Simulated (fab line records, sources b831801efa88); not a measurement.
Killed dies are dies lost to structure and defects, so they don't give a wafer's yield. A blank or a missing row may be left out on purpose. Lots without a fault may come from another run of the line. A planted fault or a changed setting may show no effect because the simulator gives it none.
Tool commonality check | flow gf180mcu | 13 lots, 39 wafers sampled

WHY IT WAS OPENED
At GF_VT_IMPLANT_RS_MEAS_46 the reading MVSD_RS is flagged on 2 of 13 lots. Wafers without a fault read 456.8 ohm/sq, standard deviation 1.1.
Rule: a lot is flagged when every wafer of it that has a number lies more than 4 standard deviations from that mean, or none has a number. The other lots count as sound.

lot  | measured     | on            | MVSD_RS (ohm/sq), wafer by wafer | flag
L547 | day 7 14:44  | film_metro-01 | 458.1 458.2 455.4                |
L548 | day 7 18:24  | film_metro-01 | 455.3 454.8 455.2                |
L549 | day 8 05:51  | film_metro-01 | 457.6 458.3 457.7                |
L550 | day 8 09:47  | film_metro-04 | 455.7 457.3 456.3                |
L551 | day 8 17:13  | film_metro-01 | 456.6 456.3 457.1                |
L552 | day 9 01:04  | film_metro-01 | 456.7 456.1 456.5                |
L553 | day 9 06:36  | film_metro-03 | 457.3 455.6 458.7                |
L554 | day 9 11:37  | film_metro-01 | 457.4 457.3 456.9                |
L556 | day 10 07:01 | film_metro-03 | 456.3 457.8 455.6                |
L559 | day 11 00:49 | film_metro-01 | 478.6 479.3 477.0                | FLAGGED
L560 | day 11 04:40 | film_metro-04 | 480.4 480.3 482.3                | FLAGGED
L569 | day 13 14:35 | film_metro-04 | 456.9 457.1 458.1                |
L570 | day 13 22:40 | film_metro-01 | 457.9 456.3 459.4                |
The numbers of the flagged lots are 479.6 ohm/sq on average: +22.8 ohm/sq against the usual, or +21 standard deviations.

WHICH TOOL RAN EACH LOT
The record holds 1 process step before the reading, out of a route of 602 steps. In each cell: the tool, then ch and the chambers that the sampled wafers went through, then the start.
lot  | flag    | GF_MVSD_IMPLANT_09
L547 |         | implanter-03 ch 0, day 4 10:01
L548 |         | implanter-04 ch 0, day 4 14:49
L549 |         | implanter-03 ch 0, day 4 23:34
L550 |         | implanter-04 ch 0, day 5 03:22
L551 |         | implanter-04 ch 0, day 5 09:33
L552 |         | implanter-03 ch 0, day 5 16:29
L553 |         | implanter-04 ch 0, day 5 23:49
L554 |         | implanter-03 ch 0, day 6 02:53
L556 |         | implanter-03 ch 0, day 6 16:04
L559 | FLAGGED | implanter-04 ch 0, day 7 11:15
L560 | FLAGGED | implanter-04 ch 0, day 7 14:48
L569 |         | implanter-03 ch 0, day 9 15:56
L570 |         | implanter-03 ch 0, day 9 23:34
What these steps do:
- GF_MVSD_IMPLANT_09
- GF_VT_IMPLANT_RS_MEAS_46: measures by four-point-probe.

FLAGGED OVER TOTAL, TOOL BY TOOL (the gauges that took the reading come last)
step                     | tool          | lots run | flagged | share of the flagged lots | sound lots run after its first flagged lot
GF_MVSD_IMPLANT_09       | implanter-03  | 7        | 0       | none                      | -
GF_MVSD_IMPLANT_09       | implanter-04  | 6        | 2       | all                       | 0
GF_VT_IMPLANT_RS_MEAS_46 | film_metro-01 | 8        | 1       | some                      | 1 (L570)
GF_VT_IMPLANT_RS_MEAS_46 | film_metro-03 | 2        | 0       | none                      | -
GF_VT_IMPLANT_RS_MEAS_46 | film_metro-04 | 3        | 1       | some                      | 1 (L569)

WHAT THE TABLE ALLOWS
1 row of the table ran every flagged lot: implanter-04 at GF_MVSD_IMPLANT_09.
- implanter-04 at GF_MVSD_IMPLANT_09: 2 of its 6 lots flagged. Its last sound lot is L553 (day 5 23:49), its first flagged lot L559 (day 7 11:15): a fault that began between those two fits. Its own readings lie more than 4 standard deviations out on every wafer of the flagged lots: dose_ions_cm2, faraday_current_uA.
One tool is left: implanter-04 at GF_MVSD_IMPLANT_09.

WHAT THE SIMULATOR HAD PUT IN
Process parameter drift: implanter-04, from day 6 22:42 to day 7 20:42, at GF_MVSD_IMPLANT_09. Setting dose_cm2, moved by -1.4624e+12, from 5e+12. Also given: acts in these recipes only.
Lots struck among those shown: L559, L560. The rule above found the same.
